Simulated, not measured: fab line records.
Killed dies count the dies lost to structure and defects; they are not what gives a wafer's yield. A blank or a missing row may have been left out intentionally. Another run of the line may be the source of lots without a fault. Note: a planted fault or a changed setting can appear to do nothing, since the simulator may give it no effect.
Which tool was responsible? -- flow sky130 -- 12 lots, 36 wafers sampled, at 5 steps of a route of 708

== WHAT THE GAUGES SHOWED, per wafer ==
SKY_VT_ADJUST_LVTN_OVL_MEAS_18.
lot,measured,on,VT_ADJUST_LVTN_01_OVL (nm)
L473,day 8 07:45,overlay-01,1.8 3.3 2.9
L478,day 9 22:52,overlay-01,2.2 2.8 2.0
L479,day 10 14:38,overlay-01,2.4 4.6 2.7
L480,day 10 20:45,overlay-02,2.8 2.8 2.5
L486,day 12 16:01,overlay-02,3.4 2.2 2.9
L485,day 12 17:38,overlay-02,3.4 1.5 4.3
L487,day 12 22:50,overlay-02,2.4 4.2 2.5
L488,day 13 01:44,overlay-01,-0.3 -2.3 -0.9
L489,day 13 05:50,overlay-02,1.6 1.3 1.0
L490,day 13 07:26,overlay-02,2.0 0.7 -0.2
L492,day 14 04:23,overlay-02,1.5 2.4 0.7
L493,day 14 14:31,overlay-01,0.7 1.4 1.7

SKY_CONTACT_THK_MEAS_01.
lot,measured,on,CONTACT_CVD_00_THK (nm)
L473,day 31 01:34,film metro-01,74.7 74.0 76.2
L478,day 32 22:43,film metro-03,75.2 74.4 75.5
L479,day 33 21:37,film metro-03,73.7 74.6 76.1
L480,day 34 00:57,film metro-02,74.2 75.6 75.4
L486,day 36 04:42,film metro-03,75.0 76.0 75.5
L485,day 36 03:49,film metro-03,76.2 75.9 76.2
L487,day 36 07:45,film metro-03,73.7 74.9 75.2
L488,day 36 09:14,film metro-02,75.0 76.1 74.7
L489,day 36 13:14,film metro-03,74.5 76.1 76.0
L490,day 36 18:49,film metro-03,74.2 73.9 74.7
L492,day 37 19:10,film metro-01,74.5 75.4 74.8
L493,day 38 10:50,film metro-02,73.4 74.1 76.1

== EACH LOT AND THE TOOL THAT RAN IT (in order: tool; ch and the chambers of the sampled wafers; start) ==
lot,SKY_LDD_N_IMPLANT_09,SKY_LDD_N_STRIP_16,SKY_LI_CONTACT_CMP_24
L473,"implanter-04 ch 0, day 18 12:08","plasma asher-01 ch 0,1, day 18 13:10","cmp-01 ch 0,1,2, day 29 21:05"
L478,"implanter-02 ch 0, day 20 14:43","plasma asher-03 ch 0,1, day 20 15:46","cmp-01 ch 1,2,3, day 31 18:26"
L479,"implanter-02 ch 0, day 21 15:06","plasma asher-02 ch 0,1, day 21 16:07","cmp-02 ch 0,1,2, day 32 17:04"
L480,"implanter-04 ch 0, day 21 20:47","plasma asher-03 ch 0,1, day 21 21:49","cmp-01 ch 1,2,3, day 32 21:34"
L486,"implanter-03 ch 0, day 24 06:19","plasma asher-02 ch 1, day 24 07:22","cmp-02 ch 0,2, day 35 01:07"
L485,"implanter-02 ch 0, day 24 04:58","plasma asher-02 ch 0,1, day 24 06:01","cmp-01 ch 0,1,2, day 35 00:10"
L487,"implanter-02 ch 0, day 24 08:39","plasma asher-01 ch 0,1, day 24 09:41","cmp-02 ch 1,3, day 35 03:52"
L488,"implanter-04 ch 0, day 24 14:05","plasma asher-01 ch 0,1, day 24 15:08","cmp-01 ch 1,2, day 35 05:13"
L489,"implanter-02 ch 0, day 24 18:28","plasma asher-03 ch 0,1, day 24 19:31","cmp-01 ch 1,2,3, day 35 09:55"
L490,"implanter-02 ch 0, day 24 22:19","plasma asher-02 ch 0,1, day 24 23:22","cmp-02 ch 2,3, day 35 14:55"
L492,"implanter-04 ch 0, day 25 21:43","plasma asher-02 ch 0,1, day 25 22:46","cmp-01 ch 1,2,3, day 36 16:25"
L493,"implanter-04 ch 0, day 26 16:59","plasma asher-02 ch 0,1, day 26 18:02","cmp-01 ch 2,3, day 37 08:09"
- SKY_LDD_N_IMPLANT_09
- SKY_LDD_N_STRIP_16: strips in O2/N2.
- SKY_LI_CONTACT_CMP_24: polishes, stops on PSG, t overpolish 20 s, target thk 0 nm.

== AS READ BY THE TOOLS THEMSELVES (means over the sampled wafers that have a number; for cases with no such wafer, the mark the record gives instead) ==
SKY_LDD_N_IMPLANT_09.
lot,tool,beam energy keV,dose ions cm2,faraday current uA
L473,implanter-04,20.003,7.503e+13,420
L478,implanter-02,19.995,1.156e+13,66
L479,implanter-02,19.991,1.159e+13,65
L480,implanter-04,20.000,7.496e+13,424
L486,implanter-03,19.998,7.505e+13,421
L485,implanter-02,19.994,7.492e+13,428
L487,implanter-02,20.007,7.502e+13,417
L488,implanter-04,19.998,7.506e+13,422
L489,implanter-02,20.001,7.508e+13,430
L490,implanter-02,19.997,7.497e+13,432
L492,implanter-04,20.005,7.511e+13,424
L493,implanter-04,19.998,7.500e+13,420

SKY_LDD_N_STRIP_16.
lot,tool,drypump motor current A (A),oes product au (a.u.),strip time to endpoint s (s)
L473,plasma asher-01,5.4,0.409,4.329
L478,plasma asher-03,6.0,0.406,4.159
L479,plasma asher-02,5.7,0.408,4.169
L480,plasma asher-03,5.9,0.405,4.298
L486,plasma asher-02,5.9,0.411,4.330
L485,plasma asher-02,5.7,0.408,4.314
L487,plasma asher-01,5.4,0.408,4.302
L488,plasma asher-01,5.6,0.405,4.308
L489,plasma asher-03,6.0,0.406,4.337
L490,plasma asher-02,5.5,0.406,4.339
L492,plasma asher-02,5.5,0.411,4.322
L493,plasma asher-02,5.7,0.407,4.310

SKY_LI_CONTACT_CMP_24.
lot,tool,motor current A (A),overpolish run s (s),time to endpoint s (s)
L473,cmp-01,11.4,20.002,93.8
L478,cmp-01,12.0,20.009,91.4
L479,cmp-02,11.4,20.003,93.0
L480,cmp-01,11.6,19.998,96.3
L486,cmp-02,12.3,20.009,93.0
L485,cmp-01,11.8,20.005,95.5
L487,cmp-02,9.9,20.009,95.0
L488,cmp-01,11.8,19.994,95.1
L489,cmp-01,11.8,19.999,98.3
L490,cmp-02,11.3,20.002,91.2
L492,cmp-01,11.9,20.004,97.6
L493,cmp-01,12.5,19.997,96.1

== THE ANSWER, worked out from the rows above alone ==
Rule: usual is defined by the lots themselves. The widest of any qualifying gaps counts: lots, ordered by their means at a reading, are off when they make up no more than a third of the lots, leave a main group of 4 or more, and stand apart from it by 3 or more times the standard deviation of that group's means. The tables above print the reading to a certain number of digits; a main group whose means all agree to those digits is not used. Also off: a lot with no number at a reading for which 4 or more lots have one. Any other lot the step has rows for is counted as sound. Order of review: gauges by route order, followed by the tools' own readings, for which a lot's mean as printed above is used. The first step at which some lot is off is used, and at that step the reading that is off furthest; a lot without a number counts as furthest.
Off: L478, L479, at SKY_LDD_N_IMPLANT_09 (dose ions cm2). The main group has a mean of 7.502e+13 with a standard deviation of 5.5e+10.
If a tool, at that step or one of the process steps before it, ran each lot that is off and ran no sound lot following the first of them, it fits. Not one of the candidates tried fits.

== WHAT THE SIMULATOR HAD PUT IN ==
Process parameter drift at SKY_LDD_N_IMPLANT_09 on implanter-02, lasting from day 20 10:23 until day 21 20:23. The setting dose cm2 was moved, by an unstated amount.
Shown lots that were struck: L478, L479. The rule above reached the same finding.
